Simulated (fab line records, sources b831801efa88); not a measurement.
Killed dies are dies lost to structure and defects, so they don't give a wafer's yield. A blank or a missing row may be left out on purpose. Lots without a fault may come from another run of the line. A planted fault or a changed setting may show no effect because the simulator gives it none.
A struck lot beside a sound one | flow sky130 | 43 steps out of a route of 708
Sound: wafers L448.1, L448.3, L448.4. Struck: wafers L468.1, L468.2, L468.5. The cause comes at the end.
At each step with rows: each side's tool, then ch and its chambers, then its first start. Under that, the readings that differ: sound wafers | struck wafers | difference of the means | sigmas: that difference in standard deviations of wafers without a fault.
alike: readings whose means differ by less than 2 such deviations, and words and numbers that are the same on both sides. not compared: withheld readings, readings that some wafer has no value for, bounds like >300 that may hide the same value, and numbers for which the record gives no deviation and whose values overlap.
The two part at a step that has a row with sigmas, a row that says differs or no value, or rows on one side only. Numbers that don't overlap but have no deviation are shown without sigmas and don't part them. A reading that every wafer of one side lacks parts them only if that side has two wafers or more.

first, 1 step without rows for these wafers: SKY_VT_ADJUST_LVTN_IMPLANT_08.
SKY_VT_ADJUST_LVTN_STRIP_09: strips in O2/N2.
  sound on plasma_asher-03 ch 0,1, day 6 20:36; struck on plasma_asher-04 ch 0,1, day 12 06:57
  alike: drypump_motor_current_A, oes_product_au, strip_time_to_endpoint_s
  not compared: rf_hours_counter_h
SKY_VT_ADJUST_LVTN_TW_MEAS_10:
  sound on film_metro-02, day 6 20:42; struck on film_metro-04, day 12 07:03
  alike: VT_ADJUST_LVTN_TW
then, 7 steps without rows for these wafers: SKY_VT_ADJUST_LVTN_DEHYDRATE_11 (time 60 s); SKY_VT_ADJUST_LVTN_HMDS_12 (prime time 60 s); SKY_VT_ADJUST_LVTN_COAT_13 (resist thk 1140 nm); SKY_VT_ADJUST_LVTN_SOFTBAKE_14 (time 60 s); SKY_VT_ADJUST_LVTN_EXPOSE_15 (exposes mask HVN STD DERIVED, target cd 600 nm); SKY_VT_ADJUST_LVTN_PEB_16; SKY_VT_ADJUST_LVTN_DEVELOP_17 (develop time 60 s).
SKY_VT_ADJUST_LVTN_OVL_MEAS_18:
  sound on overlay-01, day 7 16:07; struck on overlay-02, day 13 07:25
  alike: VT_ADJUST_LVTN_01_OVL
then, 1 step without rows for these wafers: SKY_VT_ADJUST_LVTN_IMPLANT_19.
SKY_VT_ADJUST_LVTN_STRIP_20: strips in O2/N2.
  sound on plasma_asher-04 ch 0,1, day 7 16:18; struck on plasma_asher-03 ch 0,1, day 13 07:36
  reading                      | sound             | struck            | difference | sigmas
  strip_time_to_endpoint_s (s) | 14.11 14.14 14.12 | 14.22 14.22 14.18 | +0.08      | +2
  alike: drypump_motor_current_A, oes_product_au
  not compared: rf_hours_counter_h
SKY_VT_ADJUST_LVTN_TW_MEAS_21:
  sound on film_metro-03, day 7 16:24; struck on film_metro-02, day 13 07:42
  alike: VT_ADJUST_LVTN_2_TW
then, 7 steps without rows for these wafers: SKY_VT_ADJUST_NCORE_DEHYDRATE_00 (time 60 s); SKY_VT_ADJUST_NCORE_HMDS_01 (prime time 60 s); SKY_VT_ADJUST_NCORE_COAT_02 (resist thk 1140 nm); SKY_VT_ADJUST_NCORE_SOFTBAKE_03 (time 60 s); SKY_VT_ADJUST_NCORE_EXPOSE_04 (exposes mask LVTN COMPLEMENT THIN, target cd 380 nm); SKY_VT_ADJUST_NCORE_PEB_05; SKY_VT_ADJUST_NCORE_DEVELOP_06 (develop time 60 s).
SKY_VT_ADJUST_NCORE_CD_MEAS_07: target cd 380 nm.
  sound on cd_sem-02, day 8 12:37; struck on cd_sem-02, day 14 09:18
  alike: cd_nm
SKY_VT_ADJUST_NCORE_OVL_MEAS_08:
  sound on overlay-02, day 8 12:44; struck on overlay-01, day 14 09:25
  alike: VT_ADJUST_NCORE_OVL
then, 1 step without rows for these wafers: SKY_VT_ADJUST_NCORE_IMPLANT_09.
SKY_VT_ADJUST_NCORE_STRIP_10: strips in O2/N2.
  sound on plasma_asher-01 ch 0,1, day 8 12:55; struck on plasma_asher-02 ch 0,1, day 14 09:37
  alike: drypump_motor_current_A, oes_product_au, strip_time_to_endpoint_s
  not compared: rf_hours_counter_h
SKY_VT_ADJUST_NCORE_TW_MEAS_11:
  sound on film_metro-04, day 8 13:01; struck on film_metro-03, day 14 09:43
  alike: VT_ADJUST_NCORE_TW
then, 7 steps without rows for these wafers: SKY_VT_ADJUST_HVTR_DEHYDRATE_00 (time 60 s); SKY_VT_ADJUST_HVTR_HMDS_01 (prime time 60 s); SKY_VT_ADJUST_HVTR_COAT_02 (resist thk 1140 nm); SKY_VT_ADJUST_HVTR_SOFTBAKE_03 (time 60 s); SKY_VT_ADJUST_HVTR_EXPOSE_04 (exposes mask HVTRM, target cd 380 nm); SKY_VT_ADJUST_HVTR_PEB_05; SKY_VT_ADJUST_HVTR_DEVELOP_06 (develop time 60 s).
SKY_VT_ADJUST_HVTR_CD_MEAS_07: target cd 380 nm.
  sound on cd_sem-02, day 9 09:28; struck on cd_sem-02, day 15 11:19
  alike: cd_nm
SKY_VT_ADJUST_HVTR_OVL_MEAS_08:
  sound on overlay-02, day 9 09:35; struck on overlay-01, day 15 11:26
  alike: VT_ADJUST_HVTR_OVL
then, 1 step without rows for these wafers: SKY_VT_ADJUST_HVTR_IMPLANT_09.
SKY_VT_ADJUST_HVTR_STRIP_10: strips in O2/N2.
  sound on plasma_asher-04 ch 0,1, day 9 09:46; struck on plasma_asher-04 ch 0,1, day 15 11:37
  alike: drypump_motor_current_A, oes_product_au, strip_time_to_endpoint_s
  not compared: rf_hours_counter_h
SKY_VT_ADJUST_HVTR_TW_MEAS_11:
  sound on film_metro-02, day 9 09:52; struck on film_metro-01, day 15 11:43
  alike: VT_ADJUST_HVTR_TW
then, 4 steps without rows for these wafers: SKY_VT_ADJUST_PCH_DEHYDRATE_00 (time 60 s); SKY_VT_ADJUST_PCH_HMDS_01 (prime time 60 s); SKY_VT_ADJUST_PCH_COAT_02 (resist thk 3000 nm); SKY_VT_ADJUST_PCH_SOFTBAKE_03.
-- the record jumps here: 35 days lie between the struck wafers' starts before and after (it left off in module VT_ADJUST_PCH and takes up again in module PAD_OPEN, whose first step shown is number 708 of the route) --
SKY_PAD_OPEN_PROBE_99:
  sound on prober-01, day 45 12:28; struck on prober-01, day 50 06:49
  reading             | sound    | struck      | difference | sigmas
  killed_at_front_end | 13 17 20 | 44 62 67    | +41        | +9
  killed_dies         | 83 92 78 | 115 127 124 | +38        | +4
  alike: killed_at_M0_to_M3, killed_at_M4_up, killed_at_contacts, killed_at_other, killed_open, killed_short

WHERE THEY PART
First at SKY_VT_ADJUST_LVTN_STRIP_20; last, within this record, at SKY_PAD_OPEN_PROBE_99.

WHY: what the simulator had put in
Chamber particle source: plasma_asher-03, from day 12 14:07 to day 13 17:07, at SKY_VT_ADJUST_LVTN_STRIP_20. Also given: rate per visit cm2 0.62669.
